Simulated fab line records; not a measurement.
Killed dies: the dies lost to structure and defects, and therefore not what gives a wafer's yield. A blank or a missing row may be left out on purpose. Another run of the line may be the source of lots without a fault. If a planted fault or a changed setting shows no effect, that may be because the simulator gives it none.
Struck lot and sound lot, side by side / flow gf180mcu / 15 steps out of a route of 602
Sound: the wafers L860.3, L860.5, L860.6. The struck wafers were L868.3, L868.4, L868.5. The cause is named last.
At each step with rows: each side's tool, then ch and its chambers, then its first start. Under that, the readings that differ: sound wafers / struck wafers / difference of the means / sigmas: that difference in standard deviations of wafers without a fault.
alike: a reading whose means differ by less than 2 such deviations, as well as words and numbers matching on both sides. not compared: withheld readings; readings where some wafer has no value; bounds like >300 that might hide an equal value; numbers whose values overlap and for which the record gives no deviation.
The two part at a step that has a row with sigmas, a row that says differs or no value, or rows on one side only. Non-overlapping numbers with no deviation appear without sigmas and do not part them. A reading missing from all wafers of one side parts the sides only when that side holds two or more wafers.

GF_VT_IMPLANT_OVL_MEAS_29:
  sound on overlay-02, day 7 03:40; struck on overlay-01, day 9 05:41
  alike: VT_IMPLANT_02_OVL
after that, 1 step had no rows for these wafers: GF_VT_IMPLANT_IMPLANT_30.
GF_VT_IMPLANT_STRIP_31: strips in O2/N2.
  sound on plasma_asher-02 ch 0,1, day 7 03:52; struck on plasma_asher-01 ch 0,1, day 9 05:53
  alike: drypump_motor_current_A, heater_power_w, oes_product_au, strip_time_to_endpoint_s
  not compared: rf_hours_counter_h
GF_VT_IMPLANT_TW_MEAS_32:
  sound on film_metro-02, day 7 03:57; struck on film_metro-03, day 9 05:58
reading=VT_IMPLANT_3_TW; sound=276 275 274; struck=267 266 266; difference=-9; sigmas=-2
then, 7 steps without rows for these wafers: GF_VT_IMPLANT_DEHYDRATE_33 (time 60 s); GF_VT_IMPLANT_HMDS_34 (prime time 60 s); GF_VT_IMPLANT_COAT_35 (resist thk 1000 nm); GF_VT_IMPLANT_SOFTBAKE_36 (time 60 s); GF_VT_IMPLANT_EXPOSE_37 (exposes mask Nwell HV AREA, target cd 860 nm); GF_VT_IMPLANT_PEB_38; GF_VT_IMPLANT_DEVELOP_39 (develop time 60 s).
GF_VT_IMPLANT_OVL_MEAS_40:
  sound on overlay-01, day 7 19:37; struck on overlay-02, day 9 23:37
  alike: VT_IMPLANT_03_OVL
GF_VT_IMPLANT_IMPLANT_41:
  sound on implanter-04 ch 0, day 7 19:41; struck on implanter-04 ch 0, day 9 23:41
reading=beam_energy_keV; sound=70.004 69.936 69.980; struck=61.213 61.216 61.220; difference=-8.757; sigmas=-99 or more
reading=model.implant.rp_nm (nm); sound=41.88 41.88 41.88; struck=36.7 36.7 36.7; difference=-5.2; sigmas=
reading=model.implant.drp_nm (nm); sound=18.17 18.17 18.17; struck=16.4 16.4 16.4; difference=-1.8; sigmas=
GF_VT_IMPLANT_STRIP_42: strips in O2/N2.
  sound on plasma_asher-02 ch 0,1, day 7 19:49; struck on plasma_asher-04 ch 0,1, day 9 23:49
  alike: drypump_motor_current_A, heater_power_w, oes_product_au, strip_time_to_endpoint_s
  not compared: rf_hours_counter_h
-- here the record skips 22 days between the struck wafers' starts before and after, leaving off in module VT_IMPLANT and picking up in module PASSIVATION (first step shown: number 602 of the route) --
GF_PASSIVATION_PROBE_99:
  rows exist in the record for the struck wafers here (prober-01, day 31 21:21), but not for the sound ones

## WHERE THEY PART
At GF_VT_IMPLANT_TW_MEAS_32 first; at GF_PASSIVATION_PROBE_99 last (within this record only).

WHY: what the simulator had put in
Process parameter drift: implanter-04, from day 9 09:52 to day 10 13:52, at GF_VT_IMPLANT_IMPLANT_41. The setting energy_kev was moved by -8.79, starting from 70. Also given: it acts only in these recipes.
